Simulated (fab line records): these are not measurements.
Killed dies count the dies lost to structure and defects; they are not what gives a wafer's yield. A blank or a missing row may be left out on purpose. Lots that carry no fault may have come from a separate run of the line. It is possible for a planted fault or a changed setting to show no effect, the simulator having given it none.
Which tool was responsible? / flow gf180mcu / 13 lots, 39 wafers sampled, at 7 steps of a route of 602

## WHAT EACH GAUGE READ, for each wafer
GF_NSD_CD_MEAS_07 targets a cd of 400 nm. Usual: 400.1 nm for cd nm, sd 2.8.
lot=L508; measured=day 13 09:25; on=cd sem-01; cd nm (nm)=396.3 396.5 398.7; flag=
lot=L509; measured=day 13 22:53; on=cd sem-01; cd nm (nm)=401.9 401.5 400.3; flag=
lot=L511; measured=day 14 10:40; on=cd sem-02; cd nm (nm)=401.4 403.3 401.0; flag=
lot=L514; measured=day 15 17:26; on=cd sem-02; cd nm (nm)=- - -; flag=OFF
lot=L515; measured=day 16 03:38; on=cd sem-01; cd nm (nm)=403.0 402.2 402.5; flag=
lot=L518; measured=day 16 18:02; on=cd sem-01; cd nm (nm)=397.9 400.3 396.5; flag=
lot=L522; measured=day 18 06:14; on=cd sem-02; cd nm (nm)=398.1 400.6 400.0; flag=
lot=L523; measured=day 18 14:17; on=cd sem-02; cd nm (nm)=399.9 399.4 401.7; flag=
lot=L524; measured=day 18 20:02; on=cd sem-01; cd nm (nm)=403.4 401.3 402.2; flag=
lot=L525; measured=day 19 03:31; on=cd sem-02; cd nm (nm)=392.3 393.1 392.6; flag=
lot=L527; measured=day 20 01:49; on=cd sem-02; cd nm (nm)=402.6 404.1 403.4; flag=
lot=L528; measured=day 20 09:40; on=cd sem-01; cd nm (nm)=397.5 397.7 397.2; flag=
lot=L531; measured=day 21 13:34; on=cd sem-02; cd nm (nm)=397.0 397.4 397.9; flag=

GF_NSD_TW_MEAS_12. Usual: NSD_TW 4262, standard deviation 65.
lot=L508; measured=day 13 09:57; on=film metro-02; NSD_TW=4256 4247 4258; flag=
lot=L509; measured=day 13 23:26; on=film metro-03; NSD_TW=4337 4334 4355; flag=
lot=L511; measured=day 14 11:13; on=film metro-02; NSD_TW=4228 4259 4226; flag=
lot=L514; measured=day 15 17:59; on=film metro-02; NSD_TW=30 30 30; flag=OFF
lot=L515; measured=day 16 04:11; on=film metro-04; NSD_TW=4236 4238 4209; flag=
lot=L518; measured=day 16 18:35; on=film metro-02; NSD_TW=4285 4282 4281; flag=
lot=L522; measured=day 18 06:47; on=film metro-03; NSD_TW=4310 4313 4327; flag=
lot=L523; measured=day 18 14:50; on=film metro-04; NSD_TW=4158 4151 4164; flag=
lot=L524; measured=day 18 20:35; on=film metro-04; NSD_TW=4156 4172 4141; flag=
lot=L525; measured=day 19 04:05; on=film metro-02; NSD_TW=4225 4202 4203; flag=
lot=L527; measured=day 20 02:22; on=film metro-02; NSD_TW=4205 4209 4212; flag=
lot=L528; measured=day 20 10:14; on=film metro-02; NSD_TW=4221 4203 4222; flag=
lot=L531; measured=day 21 14:08; on=film metro-04; NSD_TW=4136 4136 4130; flag=

GF_PSD_TW_MEAS_11. Usual: PSD_TW 3176, standard deviation 55.
lot=L508; measured=day 14 06:22; on=film metro-03; PSD_TW=3254 3254 3250; flag=
lot=L509; measured=day 14 19:23; on=film metro-04; PSD_TW=3154 3152 3165; flag=
lot=L511; measured=day 15 09:53; on=film metro-02; PSD_TW=3186 3199 3177; flag=
lot=L514; measured=day 16 16:17; on=film metro-04; PSD_TW=4248 4258 4229; flag=OFF
lot=L515; measured=day 17 02:49; on=film metro-02; PSD_TW=3191 3202 3182; flag=
lot=L518; measured=day 17 18:05; on=film metro-04; PSD_TW=3107 3117 3106; flag=
lot=L522; measured=day 19 07:23; on=film metro-04; PSD_TW=3103 3107 3102; flag=
lot=L523; measured=day 19 15:38; on=film metro-04; PSD_TW=3108 3108 3102; flag=
lot=L524; measured=day 19 21:11; on=film metro-03; PSD_TW=3256 3235 3266; flag=
lot=L525; measured=day 20 04:35; on=film metro-04; PSD_TW=3099 3097 3122; flag=
lot=L527; measured=day 21 02:30; on=film metro-02; PSD_TW=3149 3156 3162; flag=
lot=L528; measured=day 21 10:11; on=film metro-02; PSD_TW=3147 3164 3152; flag=
lot=L531; measured=day 22 14:07; on=film metro-03; PSD_TW=3276 3256 3265; flag=

GF_CONTACT_BOW_MEAS_05. Usual: CONTACT_BOW 64 um, standard deviation 6.6.
lot=L508; measured=day 15 06:07; on=film metro-03; CONTACT_BOW (um)=67 55 58; flag=
lot=L509; measured=day 15 17:52; on=film metro-01; CONTACT_BOW (um)=66 60 63; flag=
lot=L511; measured=day 16 10:34; on=film metro-01; CONTACT_BOW (um)=60 62 68; flag=
lot=L514; measured=day 17 16:15; on=film metro-04; CONTACT_BOW (um)=60 63 68; flag=
lot=L515; measured=day 18 04:07; on=film metro-03; CONTACT_BOW (um)=73 79 70; flag=
lot=L518; measured=day 18 19:53; on=film metro-01; CONTACT_BOW (um)=60 73 72; flag=
lot=L522; measured=day 20 09:15; on=film metro-01; CONTACT_BOW (um)=68 77 55; flag=
lot=L523; measured=day 20 17:35; on=film metro-04; CONTACT_BOW (um)=71 57 61; flag=
lot=L524; measured=day 20 22:50; on=film metro-01; CONTACT_BOW (um)=53 53 67; flag=
lot=L525; measured=day 21 06:47; on=film metro-01; CONTACT_BOW (um)=56 72 60; flag=
lot=L527; measured=day 22 04:30; on=film metro-03; CONTACT_BOW (um)=64 62 60; flag=
lot=L528; measured=day 22 11:12; on=film metro-04; CONTACT_BOW (um)=57 66 67; flag=
lot=L531; measured=day 23 15:26; on=film metro-01; CONTACT_BOW (um)=64 70 54; flag=

## WHICH TOOL RAN EACH LOT (tool, then ch and the chambers of the sampled wafers, then the start)
lot=L508; GF_VT_IMPLANT_RTA_45=rtp anneal-01 ch 0, day 7 14:19; GF_NSD_EXPOSE_04=iline stepper-01 ch 0, day 12 23:44; GF_SAB_STRIP_13=plasma asher-04 ch 0,1, day 15 04:52
lot=L509; GF_VT_IMPLANT_RTA_45=rtp anneal-01 ch 0, day 8 00:28; GF_NSD_EXPOSE_04=iline stepper-01 ch 0, day 13 12:46; GF_SAB_STRIP_13=plasma asher-04 ch 0,1, day 15 16:37
lot=L511; GF_VT_IMPLANT_RTA_45=rtp anneal-02 ch 0, day 8 11:07; GF_NSD_EXPOSE_04=iline stepper-02 ch 0, day 14 00:57; GF_SAB_STRIP_13=plasma asher-04 ch 0,1, day 16 09:16
lot=L514; GF_VT_IMPLANT_RTA_45=rtp anneal-02 ch 0, day 9 07:11; GF_NSD_EXPOSE_04=iline stepper-02 ch 0, day 15 07:09; GF_SAB_STRIP_13=plasma asher-04 ch 0,1, day 17 14:59
lot=L515; GF_VT_IMPLANT_RTA_45=rtp anneal-02 ch 0, day 9 13:41; GF_NSD_EXPOSE_04=iline stepper-02 ch 0, day 15 16:47; GF_SAB_STRIP_13=plasma asher-02 ch 0,1, day 18 02:52
lot=L518; GF_VT_IMPLANT_RTA_45=rtp anneal-01 ch 0, day 10 08:11; GF_NSD_EXPOSE_04=iline stepper-01 ch 0, day 16 07:23; GF_SAB_STRIP_13=plasma asher-04 ch 0,1, day 18 18:39
lot=L522; GF_VT_IMPLANT_RTA_45=rtp anneal-01 ch 0, day 11 12:16; GF_NSD_EXPOSE_04=iline stepper-01 ch 0, day 17 19:09; GF_SAB_STRIP_13=plasma asher-01 ch 0,1, day 20 07:52
lot=L523; GF_VT_IMPLANT_RTA_45=rtp anneal-01 ch 0, day 11 15:49; GF_NSD_EXPOSE_04=iline stepper-02 ch 0, day 18 03:04; GF_SAB_STRIP_13=plasma asher-04 ch 0,1, day 20 16:20
lot=L524; GF_VT_IMPLANT_RTA_45=rtp anneal-02 ch 0, day 11 22:43; GF_NSD_EXPOSE_04=iline stepper-01 ch 0, day 18 07:55; GF_SAB_STRIP_13=plasma asher-01 ch 0,1, day 20 21:28
lot=L525; GF_VT_IMPLANT_RTA_45=rtp anneal-02 ch 0, day 12 07:11; GF_NSD_EXPOSE_04=iline stepper-01 ch 0, day 18 15:47; GF_SAB_STRIP_13=plasma asher-04 ch 0,1, day 21 05:32
lot=L527; GF_VT_IMPLANT_RTA_45=rtp anneal-02 ch 0, day 12 20:51; GF_NSD_EXPOSE_04=iline stepper-01 ch 0, day 19 14:07; GF_SAB_STRIP_13=plasma asher-01 ch 0,1, day 22 03:14
lot=L528; GF_VT_IMPLANT_RTA_45=rtp anneal-02 ch 0, day 13 00:17; GF_NSD_EXPOSE_04=iline stepper-02 ch 0, day 19 22:42; GF_SAB_STRIP_13=plasma asher-02 ch 0,1, day 22 09:55
lot=L531; GF_VT_IMPLANT_RTA_45=rtp anneal-01 ch 0, day 14 00:49; GF_NSD_EXPOSE_04=iline stepper-02 ch 0, day 21 01:53; GF_SAB_STRIP_13=plasma asher-02 ch 0,1, day 23 14:07
- GF_VT_IMPLANT_RTA_45: time 30 s.
- GF_NSD_EXPOSE_04: exposes mask Nplus, target cd 400 nm.
- GF_SAB_STRIP_13: strips in O2/N2.

## WHAT THE TOOLS THEMSELVES READ (means of the sampled wafers that have a number; where no wafer has one, the mark that the record gives instead)
GF_VT_IMPLANT_RTA_45. Usual: anneal temp c max 1053.9, standard deviation 0.71; lamp power pct 38.4 %, standard deviation 1.5; wafer_temp_C_max 1057.8, standard deviation 1.3.
lot=L508; tool=rtp anneal-01; anneal temp c max=1053.7; lamp power pct (%)=36.8; wafer_temp_C_max=1056.0; flag=
lot=L509; tool=rtp anneal-01; anneal temp c max=1054.0; lamp power pct (%)=36.8; wafer_temp_C_max=1057.5; flag=
lot=L511; tool=rtp anneal-02; anneal temp c max=1054.0; lamp power pct (%)=39.8; wafer_temp_C_max=1058.7; flag=
lot=L514; tool=rtp anneal-02; anneal temp c max=1054.4; lamp power pct (%)=39.8; wafer_temp_C_max=1059.3; flag=
lot=L515; tool=rtp anneal-02; anneal temp c max=1053.5; lamp power pct (%)=39.8; wafer_temp_C_max=1057.4; flag=
lot=L518; tool=rtp anneal-01; anneal temp c max=1054.0; lamp power pct (%)=36.8; wafer_temp_C_max=1059.0; flag=
lot=L522; tool=rtp anneal-01; anneal temp c max=1053.8; lamp power pct (%)=36.8; wafer_temp_C_max=1058.1; flag=
lot=L523; tool=rtp anneal-01; anneal temp c max=1053.3; lamp power pct (%)=36.8; wafer_temp_C_max=1057.5; flag=
lot=L524; tool=rtp anneal-02; anneal temp c max=1054.1; lamp power pct (%)=39.8; wafer_temp_C_max=1057.1; flag=
lot=L525; tool=rtp anneal-02; anneal temp c max=1054.7; lamp power pct (%)=39.7; wafer_temp_C_max=1057.2; flag=
lot=L527; tool=rtp anneal-02; anneal temp c max=1054.0; lamp power pct (%)=39.8; wafer_temp_C_max=1058.7; flag=
lot=L528; tool=rtp anneal-02; anneal temp c max=1054.1; lamp power pct (%)=39.8; wafer_temp_C_max=1058.3; flag=
lot=L531; tool=rtp anneal-01; anneal temp c max=1054.1; lamp power pct (%)=36.8; wafer_temp_C_max=1058.1; flag=

GF_SAB_STRIP_13. Usual: drypump motor current A 5.7 A, standard deviation 0.48; heater power w 325 W, standard deviation 40; oes product au 0.709 a.u., standard deviation 0.0046; strip time to endpoint s 12.62 s, standard deviation 0.034.
lot=L508; tool=plasma asher-04; drypump motor current A (A)=5.9; heater power w (W)=323; oes product au (a.u.)=0.712; strip time to endpoint s (s)=12.66; flag=
lot=L509; tool=plasma asher-04; drypump motor current A (A)=5.9; heater power w (W)=326; oes product au (a.u.)=0.703; strip time to endpoint s (s)=12.59; flag=
lot=L511; tool=plasma asher-04; drypump motor current A (A)=5.9; heater power w (W)=319; oes product au (a.u.)=0.706; strip time to endpoint s (s)=12.66; flag=
lot=L514; tool=plasma asher-04; drypump motor current A (A)=5.9; heater power w (W)=321; oes product au (a.u.)=0.708; strip time to endpoint s (s)=12.59; flag=
lot=L515; tool=plasma asher-02; drypump motor current A (A)=5.8; heater power w (W)=330; oes product au (a.u.)=0.709; strip time to endpoint s (s)=12.62; flag=
lot=L518; tool=plasma asher-04; drypump motor current A (A)=5.9; heater power w (W)=318; oes product au (a.u.)=0.705; strip time to endpoint s (s)=12.59; flag=
lot=L522; tool=plasma asher-01; drypump motor current A (A)=5.6; heater power w (W)=331; oes product au (a.u.)=0.708; strip time to endpoint s (s)=12.58; flag=
lot=L523; tool=plasma asher-04; drypump motor current A (A)=5.9; heater power w (W)=319; oes product au (a.u.)=0.707; strip time to endpoint s (s)=12.62; flag=
lot=L524; tool=plasma asher-01; drypump motor current A (A)=5.6; heater power w (W)=333; oes product au (a.u.)=0.706; strip time to endpoint s (s)=12.62; flag=
lot=L525; tool=plasma asher-04; drypump motor current A (A)=5.9; heater power w (W)=322; oes product au (a.u.)=0.712; strip time to endpoint s (s)=12.60; flag=
lot=L527; tool=plasma asher-01; drypump motor current A (A)=5.6; heater power w (W)=330; oes product au (a.u.)=0.706; strip time to endpoint s (s)=12.63; flag=
lot=L528; tool=plasma asher-02; drypump motor current A (A)=5.3; heater power w (W)=301; oes product au (a.u.)=0.713; strip time to endpoint s (s)=12.62; flag=
lot=L531; tool=plasma asher-02; drypump motor current A (A)=5.3; heater power w (W)=299; oes product au (a.u.)=0.707; strip time to endpoint s (s)=12.63; flag=

## THE ANSWER, worked out from the rows above alone
Rule: take the mean of a lot's wafers that have a number; if it is more than 3 standard deviations from the usual mean, the lot is off. Also off: a lot with no number at a reading for which 4 or more lots have one. Where the step has rows for the other lots, those lots are counted as sound. First the gauges in route order, then the tools' own readings, where a lot's mean is used as printed above. At the first step where some lot is off, the reading lying furthest off is the one used; lots without a number count as furthest.
Off: L514 (GF_NSD_CD_MEAS_07, cd nm). Without a number there: L514.
A tool fits if, at a process step before that reading, it ran every lot that is off, and no sound lot after the first of them. The gauges at GF_NSD_CD_MEAS_07 aren't tried: what is off there is off at GF_NSD_TW_MEAS_12 too, on other tools, and a gauge's error can't cause that. Not one of the candidates tried fits.

## WHAT WAS PUT IN BY THE SIMULATOR
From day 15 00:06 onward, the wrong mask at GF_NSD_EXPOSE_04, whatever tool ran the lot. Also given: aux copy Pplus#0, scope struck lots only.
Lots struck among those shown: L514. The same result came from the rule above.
